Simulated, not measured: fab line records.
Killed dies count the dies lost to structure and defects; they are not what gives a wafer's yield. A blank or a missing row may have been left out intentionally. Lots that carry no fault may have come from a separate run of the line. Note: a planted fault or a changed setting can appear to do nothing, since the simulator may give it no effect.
Struck lot and sound lot, side by side | flow gf180mcu | 15 steps out of a route of 602
Sound: these wafers, L532.1, L532.2, L532.4. Struck: wafers L526.4, L526.6 (left out: L526.2, a lot-mate that was not struck); the cause follows at the end.
Per side, at each step with rows, come the tool, then ch with its chambers, and then its first start. Under that, the readings that differ: sound wafers | struck wafers | difference of the means | sigmas: that difference in standard deviations of wafers without a fault.
alike: readings whose means differ by less than 2 such deviations, and words and numbers that are the same on both sides. not compared: withheld readings, readings that some wafer has no value for, bounds like >300 that may hide the same value, and numbers for which the record gives no deviation and whose values overlap.
A row with sigmas, a row that says differs or no value, or rows on one side alone: a step with any of these is where the two part. Non-overlapping numbers with no deviation appear without sigmas and do not part them. A reading missing from all wafers of one side parts the sides only when that side holds two or more wafers.

GF_CONTACT_OVL_MEAS_15:
  struck on overlay-02, day 18 19:38; sound on overlay-01, day 20 23:22
  alike: CONTACT_OVL
GF_CONTACT_ETCH_16: etches BARC in N2/H2.
  sound on rie diel-03 ch 1,2,3, day 20 23:25; struck on rie diel-03 ch 0,1, day 18 19:40
  alike: drypump motor current A, oes product au, rf fwd power W, throttle valve pct
GF_CONTACT_ETCH_17: etches SiO2 in C4F8/O2/Ar, stops on CoSi2, target depth 860 nm.
  sound on rie diel-03 ch 1,2,3; struck on rie diel-03 ch 0,1
  alike: oes product au, rf fwd power W
GF_CONTACT_STRIP_18: strips in O2/N2.
  sound on plasma asher-01 ch 0,1, day 20 23:34; struck on plasma asher-01 ch 0,1, day 18 19:49
  alike: drypump motor current A, heater power w, o2 flow sccm, oes product au
  not compared: rf hours counter h
then, 4 steps without rows for these wafers: GF_CONTACT_CLEAN_19 (cleans in SPM); GF_CONTACT_CLEAN_20 (cleans in DIW); GF_CONTACT_CLEAN_21 (cleans in dHF, time 20 s); GF_CONTACT_SPUTTER_22 (material Ti, target thk 15 nm, time 80.02 s).
GF_CONTACT_SPUTTER_23: material TiN, target thk 10 nm, time 40 s.
  struck on pvd sputter-04, day 18 20:12; sound on pvd sputter-04, day 20 23:56
  alike: cathode dc power W, throttle valve pct
GF_CONTACT_CVD_24: deposits W, target thk 300 nm, time 90.339 s.
  sound on cvd w-01 ch 0,1, day 20 23:58; struck on cvd w-01 ch 0,1, day 18 20:14
  alike: heater power outer w, heater power w
GF_CONTACT_RS_MEAS_25: measures by four-point-probe.
  struck on film metro-01, day 18 20:22; sound on film metro-04, day 21 00:04
  alike: CONTACT_W_RS
GF_CONTACT_THK_MEAS_26: measures by xrf.
  struck on film metro-01, day 18 20:28; sound on film metro-04, day 21 00:11
  alike: CONTACT_W_THK
GF_CONTACT_CMP_27: polishes, stops on SiO2, t overpolish 15 s, target thk 0 nm.
  sound on cmp-01 ch 0,1,3, day 21 00:15; struck on cmp-02 ch 0, day 18 20:31
  reading                 | sound             | struck      | difference | sigmas
  head pressure psi (psi) | 3.499 3.503 3.502 | 3.904 3.915 | +0.408     | +52
  motor current A (A)     | 11.2 12.8 12.2    | 10.7 10.6   | -1.4       | -2
  alike: overpolish run s, time to endpoint s
then, 1 step without rows for these wafers: GF_M1_SPUTTER_00 (material Ti, target thk 37.5 nm, time 150 s).
-- the record jumps here: 12 days lie between the struck wafers' starts before and after (it left off in module M1 and takes up again in module PASSIVATION, whose first step shown is number 602 of the route) --
GF_PASSIVATION_PROBE_99:
  rows exist in the record for the struck wafers here (prober-01, day 31 06:45), but not for the sound ones

WHERE THEY PART
At GF_CONTACT_CMP_27 first; at GF_PASSIVATION_PROBE_99 last (within this record only).

WHY: what had been put in by the simulator
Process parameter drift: cmp-02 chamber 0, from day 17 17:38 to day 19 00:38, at GF_CONTACT_CMP_27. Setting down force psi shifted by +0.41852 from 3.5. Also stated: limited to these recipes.
